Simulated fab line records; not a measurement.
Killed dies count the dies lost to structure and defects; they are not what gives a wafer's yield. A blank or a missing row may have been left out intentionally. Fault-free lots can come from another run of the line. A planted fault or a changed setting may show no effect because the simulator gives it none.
Struck lot and sound lot, side by side	flow sky130	16 steps out of a route of 708
Sound: wafers L904.2, L904.3, L904.4. Struck: wafers L911.5, L911.6. (L911.3 of the same lot was not struck and is left out.) The cause comes at the end.
At each step with rows: each side's tool, then ch and its chambers, then its first start. Under that, the readings that differ: sound wafers	struck wafers	difference of the means	sigmas: that difference in standard deviations of wafers without a fault.
alike: readings whose means differ by less than 2 such deviations, and words and numbers that are the same on both sides. not compared: withheld readings, readings that some wafer has no value for, bounds like >300 that may hide the same value, and numbers for which the record gives no deviation and whose values overlap.
Wherever a step has rows on one side only, a row that says differs or no value, or a row with sigmas, the two part there. Numbers that have no deviation but don't overlap get no sigmas and don't part them. A reading that every wafer of one side lacks parts them only if that side has two wafers or more.

first, 2 steps without rows for these wafers: SKY_METAL3_PEB_11; SKY_METAL3_DEVELOP_12 (develop time 60 s).
SKY_METAL3_CD_MEAS_13: target cd 300 nm.
  sound on cd_sem-01, day 38 11:52; struck on cd_sem-02, day 40 22:02
  alike: cd_nm
SKY_METAL3_OVL_MEAS_14:
  sound on overlay-01, day 38 11:58; struck on overlay-02, day 40 22:07
  alike: METAL3_OVL
SKY_METAL3_DESCUM_15: chemistry O2, time 8 s.
  sound on rie_metal-01 ch 0,1, day 38 12:00; struck on rie_metal-03 ch 0,1, day 40 22:10
  alike: drypump_motor_current_A, oes_product_au
  not compared: rf_hours_counter_h
SKY_METAL3_ETCH_16: etches BARC in N2/H2, stops on SiO2, time 88.2 s, target depth 60 nm.
  sound on rie_metal-01 ch 0,1, day 38 12:02; struck on rie_metal-03 ch 0,1, day 40 22:13
  alike: drypump_motor_current_A, oes_product_au, throttle_valve_pct
  not compared: rf_hours_counter_h
SKY_METAL3_ETCH_17: etches SiO2 in C4F8/O2/Ar, stops on TiN, time 3.9 s, target depth 15 nm.
  sound on rie_diel-02 ch 0,1,2, day 38 12:08; struck on rie_diel-01 ch 0,1, day 40 22:17
  alike: oes_product_au
SKY_METAL3_METAL_ETCH_18: etches the open film in Cl2/BCl3, stops on SiO2, target depth 845 nm, time 183.1 s.
  sound on rie_metal-04 ch 0,1, day 38 12:08; struck on rie_metal-01 ch 0,1, day 40 22:21
  alike: drypump_motor_current_A, oes_product_au, throttle_valve_pct
  not compared: rf_hours_counter_h
SKY_METAL3_STRIP_19: strips in O2/N2.
  sound on plasma_asher-01 ch 0,1, day 38 12:19; struck on plasma_asher-01 ch 0,1, day 40 22:31
  alike: drypump_motor_current_A, oes_product_au, strip_time_to_endpoint_s
  not compared: rf_hours_counter_h
then, 3 steps without rows for these wafers: SKY_METAL3_STRIP_20 (strips in post etch residue remover, time 1200 s); SKY_METAL3_CLEAN_21 (cleans in IPA, time 180 s); SKY_METAL3_CLEAN_22 (cleans in O3/DIW).
SKY_VIA3_HDPCVD_00: deposits SiO2, target thk 1635 nm, time 272.5 s.
  sound on hdpcvd-01 ch 0,1, day 38 12:57; struck on hdpcvd-02 ch 0,1, day 40 23:06
reading	sound	struck	difference	sigmas
model.SiO2_of_VIA3_HDPCVD_00.thk_nm (nm)	1640 1633 1613	1107 1117	-517	
  alike: pressure_mtorr, susceptor_temp_C
SKY_VIA3_THK_MEAS_01:
  sound on film_metro-03, day 38 13:08; struck on film_metro-03, day 40 23:17
reading	sound	struck	difference	sigmas
VIA3_HDPCVD_THK (nm)	1641 1633 1613	1107 1118	-516	-34
then, 1 step without rows for these wafers: SKY_VIA3_CMP_02 (polishes SiO2).
-- the record jumps here: 7 days lie between the struck wafers' starts before and after (it left off in module VIA3 and takes up again in module PAD_OPEN, whose first step shown is number 708 of the route) --
SKY_PAD_OPEN_PROBE_99:
  sound on prober-01, day 45 18:09; struck on prober-01, day 47 17:15
reading	sound	struck	difference	sigmas
killed_at_other	0 0 0	1 1	+1	+2
model.etest.tester.sort_n_pass	404 398 396	233 249	-158	
model.etest.tester.sort_yield_pct (%)	82.11 80.89 80.49	47.36 50.61	-32.18	
model.etest.tester.sort_bin_3_pct (%)	1.016 0.813 1.016	34.76 31.3	+32.08	
model.etest.met4_comb.leak_log10_a_um	-12.02 -12.19 -11.88	-6.973 -7.105	+4.991	
model.etest.tester.sort_bin_8_pct (%)	0 0 0	1.771e-06 3.878e-05	+2.028e-05	
  alike: defect_limited_yield, killed_at_M0_to_M3, killed_at_M4_up, killed_at_contacts, killed_at_front_end, killed_dies, killed_open, killed_short

== WHERE THEY PART ==
Last at SKY_PAD_OPEN_PROBE_99 as far as this record goes, first at SKY_VIA3_THK_MEAS_01.

WHY: the cause the simulator had injected
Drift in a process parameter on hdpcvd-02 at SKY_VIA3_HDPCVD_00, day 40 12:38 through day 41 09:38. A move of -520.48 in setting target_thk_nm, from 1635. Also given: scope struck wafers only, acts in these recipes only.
